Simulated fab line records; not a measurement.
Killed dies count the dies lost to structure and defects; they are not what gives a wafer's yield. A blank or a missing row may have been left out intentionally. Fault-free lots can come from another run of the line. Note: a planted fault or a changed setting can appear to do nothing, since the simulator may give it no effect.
Which tool was responsible? | flow gf180mcu | 72 wafers from 24 lots sampled at 5 of the route's 602 steps

## WHAT THE GAUGES SHOWED, per wafer
GF_VT_IMPLANT_TW_MEAS_10.
lot  | measured     | on            | VT_IMPLANT_TW
L074 | day 5 13:09  | film metro-03 | 561 559 562
L075 | day 5 19:47  | film metro-01 | 557 551 557
L076 | day 6 04:20  | film metro-03 | 564 564 563
L077 | day 6 13:05  | film metro-01 | 552 551 553
L078 | day 6 20:40  | film metro-03 | 561 563 567
L079 | day 7 00:04  | film metro-03 | 559 558 560
L080 | day 7 05:41  | film metro-03 | 563 559 559
L081 | day 7 16:11  | film metro-04 | 569 569 563
L082 | day 7 16:36  | film metro-04 | 565 567 567
L083 | day 7 23:37  | film metro-04 | 563 567 567
L084 | day 8 02:58  | film metro-03 | 563 562 566
L085 | day 8 13:32  | film metro-04 | 569 568 568
L086 | day 8 20:31  | film metro-03 | 563 564 565
L087 | day 8 22:39  | film metro-04 | 570 569 572
L088 | day 9 03:31  | film metro-03 | 563 562 562
L089 | day 9 10:32  | film metro-03 | 564 563 564
L090 | day 9 18:05  | film metro-03 | 563 563 564
L091 | day 10 00:16 | film metro-01 | 551 552 554
L092 | day 10 07:56 | film metro-04 | 569 569 569
L093 | day 10 12:05 | film metro-01 | 548 552 552
L094 | day 10 20:47 | film metro-03 | 561 562 562
L095 | day 11 00:56 | film metro-04 | 570 575 571
L096 | day 11 06:08 | film metro-04 | 571 576 571
L097 | day 11 12:11 | film metro-01 | 559 560 555

GF_NSD_OVL_MEAS_08.
lot  | measured     | on         | NSD_OVL (nm)
L074 | day 13 02:31 | overlay-02 | -0.3 -1.7 -1.2
L075 | day 13 11:19 | overlay-02 | 1.1 -0.1 0.1
L076 | day 14 02:31 | overlay-01 | -1.2 -0.5 -2.1
L077 | day 14 14:27 | overlay-02 | -0.3 -0.7 0.0
L078 | day 14 18:28 | overlay-02 | -2.0 -0.1 -0.3
L079 | day 15 06:01 | overlay-02 | -0.5 -1.8 1.0
L080 | day 15 12:46 | overlay-01 | -0.7 3.3 1.2
L081 | day 16 02:52 | overlay-02 | 1.3 1.7 0.9
L082 | day 16 03:10 | overlay-02 | -1.3 -1.4 -0.1
L083 | day 16 08:06 | overlay-01 | -0.7 1.0 -0.9
L084 | day 16 15:28 | overlay-02 | -0.2 0.3 -0.6
L085 | day 17 01:52 | overlay-02 | -0.1 -1.2 0.2
L086 | day 17 12:10 | overlay-02 | -2.1 -0.7 -2.1
L087 | day 17 20:37 | overlay-02 | 1.9 0.5 2.2
L088 | day 18 02:28 | overlay-01 | -0.1 -1.7 0.1
L089 | day 18 12:37 | overlay-01 | -0.9 -1.7 0.4
L090 | day 18 23:25 | overlay-01 | -1.0 -1.1 -0.4
L091 | day 19 04:51 | overlay-01 | -2.8 -1.1 0.0
L092 | day 19 17:22 | overlay-01 | 1.1 0.0 1.1
L093 | day 19 20:33 | overlay-01 | -2.8 -0.8 -0.8
L094 | day 20 10:52 | overlay-01 | -0.3 -1.1 1.0
L095 | day 20 17:24 | overlay-01 | -1.4 -2.4 -1.0
L096 | day 20 22:18 | overlay-01 | 0.8 2.7 2.2
L097 | day 21 01:16 | overlay-01 | 0.2 2.5 0.3

GF_PSD_RS_MEAS_14: the measuring method here is four-point-probe.
lot  | measured     | on            | NSD_RS (ohm/sq)
L074 | day 13 23:30 | film metro-04 | 46.13 46.09 46.21
L075 | day 14 09:04 | film metro-04 | 45.95 45.86 45.98
L076 | day 15 00:40 | film metro-01 | 46.34 46.25 46.24
L077 | day 15 12:01 | film metro-04 | 46.01 46.13 46.13
L078 | day 15 17:19 | film metro-03 | 46.19 46.10 46.15
L079 | day 16 04:20 | film metro-03 | 46.18 46.29 46.25
L080 | day 16 11:47 | film metro-01 | 46.15 46.18 46.01
L081 | day 17 02:07 | film metro-01 | 46.14 46.27 46.20
L082 | day 17 02:24 | film metro-03 | 46.19 46.08 46.15
L083 | day 17 07:53 | film metro-03 | 46.07 45.92 46.12
L084 | day 17 15:46 | film metro-04 | 46.10 46.12 46.09
L085 | day 18 01:57 | film metro-04 | 46.04 46.08 46.14
L086 | day 18 12:30 | film metro-04 | 46.06 46.10 46.03
L087 | day 18 21:19 | film metro-03 | 46.06 46.11 46.05
L088 | day 19 03:26 | film metro-03 | 46.14 46.10 46.07
L089 | day 19 13:44 | film metro-03 | 46.11 46.09 46.29
L090 | day 20 01:01 | film metro-03 | 46.00 46.02 46.02
L091 | day 20 06:20 | film metro-01 | 46.14 46.15 46.05
L092 | day 20 18:25 | film metro-01 | 46.14 46.27 46.19
L093 | day 20 22:01 | film metro-04 | 45.88 46.07 46.09
L094 | day 21 12:02 | film metro-01 | 46.20 46.13 46.09
L095 | day 21 18:17 | film metro-01 | 46.25 46.25 46.19
L096 | day 21 22:41 | film metro-04 | 46.13 46.11 46.25
L097 | day 22 01:29 | film metro-04 | 46.19 46.08 46.10

GF_CONTACT_CD_MEAS_14: the cd target is 220 nm.
lot  | measured     | on        | cd nm (nm)
L074 | day 15 18:16 | cd sem-01 | 222.1 223.6 223.3
L075 | day 16 04:38 | cd sem-01 | 220.3 219.4 221.4
L076 | day 16 22:38 | cd sem-01 | 218.6 218.0 217.8
L077 | day 17 10:26 | cd sem-02 | 220.9 219.6 222.6
L078 | day 17 16:07 | cd sem-02 | 219.3 220.1 218.8
L079 | day 18 03:50 | cd sem-01 | 219.2 220.5 220.3
L080 | day 18 12:07 | cd sem-02 | 220.5 224.0 222.1
L081 | day 19 02:50 | cd sem-02 | 221.7 221.0 219.3
L082 | day 19 03:07 | cd sem-01 | 220.5 219.4 222.7
L083 | day 19 08:26 | cd sem-02 | 221.9 220.9 221.6
L084 | day 19 18:24 | cd sem-01 | 221.3 223.3 221.5
L085 | day 20 03:33 | cd sem-01 | 219.2 218.6 218.9
L086 | day 20 15:48 | cd sem-01 | 218.5 218.6 219.9
L087 | day 21 00:00 | cd sem-01 | 220.2 221.0 220.8
L088 | day 21 05:40 | cd sem-01 | 217.3 215.9 216.2
L089 | day 21 15:15 | cd sem-01 | 219.1 220.7 219.3
L090 | day 22 02:32 | cd sem-01 | 221.1 220.0 220.1
L091 | day 22 08:52 | cd sem-01 | 219.6 220.0 220.5
L092 | day 22 19:46 | cd sem-02 | 220.8 219.7 218.7
L093 | day 22 22:10 | cd sem-01 | 218.6 216.4 219.5
L094 | day 23 11:55 | cd sem-02 | 224.0 222.2 223.6
L095 | day 23 18:41 | cd sem-01 | 220.0 221.1 221.4
L096 | day 23 22:11 | cd sem-02 | 220.7 221.4 220.7
L097 | day 24 01:22 | cd sem-01 | 219.9 218.1 218.8

GF_MIM_THK_MEAS_06.
lot  | measured     | on            | MIM_CVD_05_THK (nm)
L074 | day 24 03:58 | film metro-04 | 40.9 41.9 42.4
L075 | day 24 14:17 | film metro-04 | 41.8 41.9 42.1
L076 | day 25 06:32 | film metro-04 | 41.8 41.6 42.0
L077 | day 25 18:07 | film metro-03 | 42.1 41.9 43.2
L078 | day 26 01:23 | film metro-01 | 41.9 42.8 42.9
L079 | day 26 09:09 | film metro-01 | 41.5 42.0 41.6
L080 | day 26 17:35 | film metro-03 | 41.7 43.3 42.8
L081 | day 27 05:12 | film metro-04 | 41.6 42.3 42.9
L082 | day 27 07:10 | film metro-04 | 41.4 41.5 42.3
L083 | day 27 10:20 | film metro-01 | 42.4 42.9 42.3
L084 | day 27 17:14 | film metro-04 | 42.2 43.2 42.5
L085 | day 28 00:46 | film metro-01 | 41.4 41.1 41.8
L086 | day 28 12:17 | film metro-04 | 41.2 42.9 41.9
L087 | day 28 19:37 | film metro-04 | 41.8 42.6 42.3
L088 | day 28 21:41 | film metro-04 | 42.1 42.3 42.6
L089 | day 29 06:47 | film metro-03 | 41.8 41.9 42.6
L090 | day 29 17:38 | film metro-04 | 42.5 43.1 42.8
L091 | day 29 21:53 | film metro-04 | 41.8 41.1 42.1
L092 | day 30 06:07 | film metro-04 | 41.3 41.7 42.9
L093 | day 30 10:11 | film metro-04 | 41.8 41.6 42.4
L094 | day 30 18:08 | film metro-04 | 42.0 43.2 43.0
L095 | day 31 00:24 | film metro-01 | 41.5 42.1 41.8
L096 | day 31 04:00 | film metro-01 | 41.9 42.8 42.7
L097 | day 31 06:25 | film metro-03 | 42.0 41.6 42.7

## WHAT TOOL EACH LOT RAN ON (gives the tool, then ch and the chambers of the sampled wafers, and finally the start)
Record: no process step prior to these readings.

## WHAT THE TOOLS THEMSELVES READ (means of the sampled wafers that have a number; where no wafer has one, the mark that the record gives instead)
The record holds no such reading with a usual standard deviation.

## THE ANSWER, worked out from the rows above alone
Rule: the lots themselves supply what counts as usual. Put in order of their means at a reading, lots are off if they are a third of the lots or fewer, leave a main group of 4 or more, and stand apart from it by a gap of 3 or more times the standard deviation of the main group's means; of several such gaps the widest counts. A main group is skipped when, at the precision printed for the reading in the tables above, its means are all equal. A lot without any number at a reading at which 4 lots or more have one is off too. All remaining lots with rows at the step are treated as sound. First the gauges in route order, then the tools' own readings, where a lot's mean is used as printed above. The first step at which some lot is off is used, and at that step the reading that is off furthest; a lot without a number counts as furthest.
Nothing can be told from this: no lot is off at any reading shown.

## WHAT THE SIMULATOR HAD INSERTED
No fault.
